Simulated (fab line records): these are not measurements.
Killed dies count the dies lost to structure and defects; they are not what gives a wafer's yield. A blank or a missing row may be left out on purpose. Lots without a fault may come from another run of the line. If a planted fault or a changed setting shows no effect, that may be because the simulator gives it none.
A lot that was struck, set against a sound lot + flow gf180mcu + 44 out of 602 route steps
Sound: the wafers L189.1, L189.2, L189.4. Struck: wafers L205.1, L205.3, L205.4. The cause is given at the end.
For every step that has rows: the tool of each side, followed by ch and its chambers, followed by its first start. Under that, the readings that differ: sound wafers + struck wafers + difference of the means + sigmas: that difference in standard deviations of wafers without a fault.
alike: readings whose means differ by less than 2 such deviations, and words and numbers that are the same on both sides. not compared: withheld readings, readings that some wafer has no value for, bounds like >300 that may hide the same value, and numbers for which the record gives no deviation and whose values overlap.
The two part at a step that has a row with sigmas, a row that says differs or no value, or rows on one side only. Numbers that don't overlap but have no deviation are shown without sigmas and don't part them. A reading that every wafer of one side lacks parts them only if that side has two wafers or more.

first, 2 steps without rows for these wafers: GF_MVSD_IMPLANT_08; GF_MVSD_IMPLANT_09.
GF_MVSD_STRIP_10: strips in O2/N2.
  sound on plasma-asher-02 ch 0,1, day 4 15:54; struck on plasma-asher-01 ch 0,1, day 8 12:43
  alike: drypump-motor-current-A, heater-power-w, o2-flow-sccm, oes-product-au, strip-time-to-endpoint-s
  not compared: rf-hours-counter-h
GF_MVSD_TW_MEAS_11:
  sound: film-metro-04 at day 4 16:00; struck: film-metro-04 at day 8 12:49
  alike: MVSD_TW
then, 7 steps without rows for these wafers: GF_MVPSD_DEHYDRATE_00 (time 60 s); GF_MVPSD_HMDS_01 (prime time 60 s); GF_MVPSD_COAT_02 (resist thk 3000 nm); GF_MVPSD_SOFTBAKE_03; GF_MVPSD_EXPOSE_04 (exposes mask MVPSD, target cd 1000 nm); GF_MVPSD_PEB_05; GF_MVPSD_DEVELOP_06 (develop time 60 s).
GF_MVPSD_OVL_MEAS_07:
  sound: overlay-01 at day 5 05:22; struck: overlay-01 at day 9 06:04
  alike: MVPSD_OVL
GF_MVPSD_IMPLANT_08:
  sound on implanter-02 ch 0, day 5 05:24; struck on implanter-02 ch 0, day 9 06:06
| reading                   | sound             | struck            | difference | sigmas |
|---------------------------|-------------------|-------------------|------------|--------|
| implant-ion-amu           | 11 11 11          | 49 49 49          | +38        |        |
| model.implant.rp-nm (nm)  | 481.6 481.6 481.6 | 121.6 121.6 121.6 | -360.0     |        |
| model.implant.drp-nm (nm) | 102.4 102.4 102.4 | 49.81 49.81 49.81 | -52.59     |        |
  alike: dose-ions-cm2
then, 1 step without rows for these wafers: GF_MVPSD_IMPLANT_09.
GF_MVPSD_STRIP_10: strips in O2/N2.
  sound on plasma-asher-04 ch 0,1, day 5 05:42; struck on plasma-asher-03 ch 0,1, day 9 06:24
| reading            | sound       | struck      | difference | sigmas |
|--------------------|-------------|-------------|------------|--------|
| heater-power-w (W) | 288 328 287 | 338 359 341 | +45        | +2     |
  alike: drypump-motor-current-A, o2-flow-sccm, oes-product-au, strip-time-to-endpoint-s
  not compared: rf-hours-counter-h
GF_MVPSD_TW_MEAS_11:
  sound: film-metro-03 at day 5 05:48; struck: film-metro-01 at day 9 06:30
| reading  | sound       | struck         | difference | sigmas      |
|----------|-------------|----------------|------------|-------------|
| MVPSD_TW | 549 547 550 | 1040 1047 1040 | +494       | +99 or more |
then, 7 steps without rows for these wafers: GF_VT_IMPLANT_DEHYDRATE_00 (time 60 s); GF_VT_IMPLANT_HMDS_01 (prime time 60 s); GF_VT_IMPLANT_COAT_02 (resist thk 1000 nm); GF_VT_IMPLANT_SOFTBAKE_03 (time 60 s); GF_VT_IMPLANT_EXPOSE_04 (exposes mask LVPWELL LV AREA, target cd 600 nm); GF_VT_IMPLANT_PEB_05; GF_VT_IMPLANT_DEVELOP_06 (develop time 60 s).
GF_VT_IMPLANT_OVL_MEAS_07:
  sound: overlay-02 at day 5 20:28; struck: overlay-01 at day 9 22:34
  alike: VT_IMPLANT_OVL
then, 1 step without rows for these wafers: GF_VT_IMPLANT_IMPLANT_08.
GF_VT_IMPLANT_STRIP_09: strips in O2/N2.
  sound on plasma-asher-01 ch 0,1, day 5 20:39; struck on plasma-asher-01 ch 0,1, day 9 22:45
  alike: drypump-motor-current-A, heater-power-w, o2-flow-sccm, oes-product-au, strip-time-to-endpoint-s
  not compared: rf-hours-counter-h
GF_VT_IMPLANT_TW_MEAS_10:
  sound: film-metro-03 at day 5 20:45; struck: film-metro-02 at day 9 22:51
  alike: VT_IMPLANT_TW
then, 7 steps without rows for these wafers: GF_VT_IMPLANT_DEHYDRATE_11 (time 60 s); GF_VT_IMPLANT_HMDS_12 (prime time 60 s); GF_VT_IMPLANT_COAT_13 (resist thk 1000 nm); GF_VT_IMPLANT_SOFTBAKE_14 (time 60 s); GF_VT_IMPLANT_EXPOSE_15 (exposes mask Nwell LV AREA, target cd 860 nm); GF_VT_IMPLANT_PEB_16; GF_VT_IMPLANT_DEVELOP_17 (develop time 60 s).
GF_VT_IMPLANT_OVL_MEAS_18:
  sound: overlay-01 at day 6 12:01; struck: overlay-01 at day 10 16:31
  alike: VT_IMPLANT_01_OVL
then, 1 step without rows for these wafers: GF_VT_IMPLANT_IMPLANT_19.
GF_VT_IMPLANT_STRIP_20: strips in O2/N2.
  sound on plasma-asher-01 ch 0,1, day 6 12:11; struck on plasma-asher-01 ch 0,1, day 10 16:42
  alike: drypump-motor-current-A, heater-power-w, o2-flow-sccm, oes-product-au, strip-time-to-endpoint-s
  not compared: rf-hours-counter-h
GF_VT_IMPLANT_TW_MEAS_21:
  sound: film-metro-01 at day 6 12:17; struck: film-metro-03 at day 10 16:48
  alike: VT_IMPLANT_2_TW
then, 4 steps without rows for these wafers: GF_VT_IMPLANT_DEHYDRATE_22 (time 60 s); GF_VT_IMPLANT_HMDS_23 (prime time 60 s); GF_VT_IMPLANT_COAT_24 (resist thk 1000 nm); GF_VT_IMPLANT_SOFTBAKE_25 (time 60 s).
GF_VT_IMPLANT_RS_MEAS_49: measures by four-point-probe.
  sound: film-metro-04 at day 7 20:22; struck: film-metro-03 at day 12 07:13
| reading           | sound          | struck         | difference | sigmas      |
|-------------------|----------------|----------------|------------|-------------|
| MVPSD_RS (ohm/sq) | 1175 1176 1175 | 1563 1562 1563 | +387       | +99 or more |
-- here the record skips 21 days between the struck wafers' starts before and after, leaving off in module VT_IMPLANT and picking up in module PASSIVATION (first step shown: number 602 of the route) --
GF_PASSIVATION_PROBE_99:
  record: rows for the struck wafers here (prober-02, day 33 15:50), none for the sound ones

## WHERE THEY PART
At GF_MVPSD_STRIP_10 first; at GF_PASSIVATION_PROBE_99 last (within this record only).

WHY: what the simulator had put in
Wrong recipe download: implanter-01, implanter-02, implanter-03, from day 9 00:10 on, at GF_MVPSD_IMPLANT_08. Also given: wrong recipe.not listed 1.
